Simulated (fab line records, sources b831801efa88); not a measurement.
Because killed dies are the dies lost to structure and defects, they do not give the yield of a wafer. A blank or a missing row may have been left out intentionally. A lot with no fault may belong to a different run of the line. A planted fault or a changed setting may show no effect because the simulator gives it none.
Matching of chambers | flow gf180mcu | cmp-01 running GF_V4_CMP_26: 4 sister chambers
The step polishes, stops on SiO2, t overpolish 15 s, target thk 0 nm. 18 wafers are shown with their chamber, then 9 later ones without.

== WAFERS PAIRED WITH THEIR CHAMBERS ==
wafer  | chamber | motor-current-A (A) | time-to-endpoint-s (s) | overpolish-run-s (s)
L958.2 | 1       | 10.9                | 80                     | 15.009
L958.4 | 2       | 12.0                | 88                     | 15.016
L958.6 | 2       | 11.8                | 84                     | 14.999
L963.1 | 3       | 10.5                | 87                     | 15.006
L963.2 | 2       | 12.1                | 83                     | 14.999
L963.4 | 1       | 11.2                | 82                     | 14.998
L965.1 | 0       | 10.4                | 84                     | 15.004
L965.2 | 3       | 10.3                | 87                     | 14.992
L965.5 | 2       | 12.8                | 81                     | 15.000
L967.3 | 0       | 10.2                | 83                     | 14.992
L967.4 | 2       | 11.9                | 85                     | 15.009
L967.6 | 3       | 10.2                | 88                     | 14.997
L969.2 | 1       | 10.4                | 78                     | 15.001
L969.3 | 2       | 12.5                | 81                     | 14.996
L969.4 | 3       | 10.8                | 84                     | 14.995
L975.2 | 0       | 10.5                | 79                     | 14.993
L975.4 | 3       | 10.8                | 80                     | 14.993
L975.6 | 1       | 10.5                | 77                     | 14.993

SIGNATURES, as means of the wafers listed above
reading            | chamber 0 | chamber 1 | chamber 2 | chamber 3 | scatter within a chamber
motor-current-A    | 10.367    | 10.750    | 12.183    | 10.520    | 0.329
time-to-endpoint-s | 82.00     | 79.25     | 83.67     | 85.20     | 2.76
overpolish-run-s   | 14.99633  | 15.00025  | 15.00317  | 14.99660  | 0.00678
Rule: distance of a wafer from a chamber = root of the sum over the readings of ((wafer's reading minus chamber's mean) / reading's scatter) squared. If the next closest chamber is less than 2 further off than the closest, the wafer can't be placed; otherwise it belongs to the closest. The scatter: take each reading less its chamber's mean, square it, sum over the shown wafers, divide by the number of wafers less the number of chambers, and take the root.

== WAFERS WHOSE CHAMBER IS MISSING ==
wafer  | motor-current-A (A) | time-to-endpoint-s (s) | overpolish-run-s (s)
L974.3 | 11.8                | 80                     | 14.998
L974.4 | 11.3                | 77                     | 15.007
L974.5 | 12.0                | 84                     | 14.995
L979.3 | 10.7                | 85                     | 14.991
L979.5 | 10.1                | 88                     | 14.988
L979.6 | 10.3                | 88                     | 15.004
L980.3 | 10.6                | 83                     | 14.990
L980.4 | 12.4                | 80                     | 15.027
L980.5 | 10.2                | 81                     | 14.997

== EACH ONE'S CHAMBER ==
wafer  | from the rows above               | in truth
L974.3 | can't be placed: 2 or 1           | 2
L974.4 | can't be placed: 1 or 2 or 0 or 3 | 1
L974.5 | 2                                 | 2
L979.3 | can't be placed: 3 or 0 or 1      | 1
L979.5 | can't be placed: 3 or 0           | 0
L979.6 | can't be placed: 3 or 0 or 1      | 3
L980.3 | can't be placed: 0 or 3 or 1      | 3
L980.4 | 2                                 | 2
L980.5 | can't be placed: 0 or 3 or 1      | 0
Correct placement for 2 of the 9. These rows do not allow placing 7 (true chamber among the candidates in 7). Placed wrongly: 0.
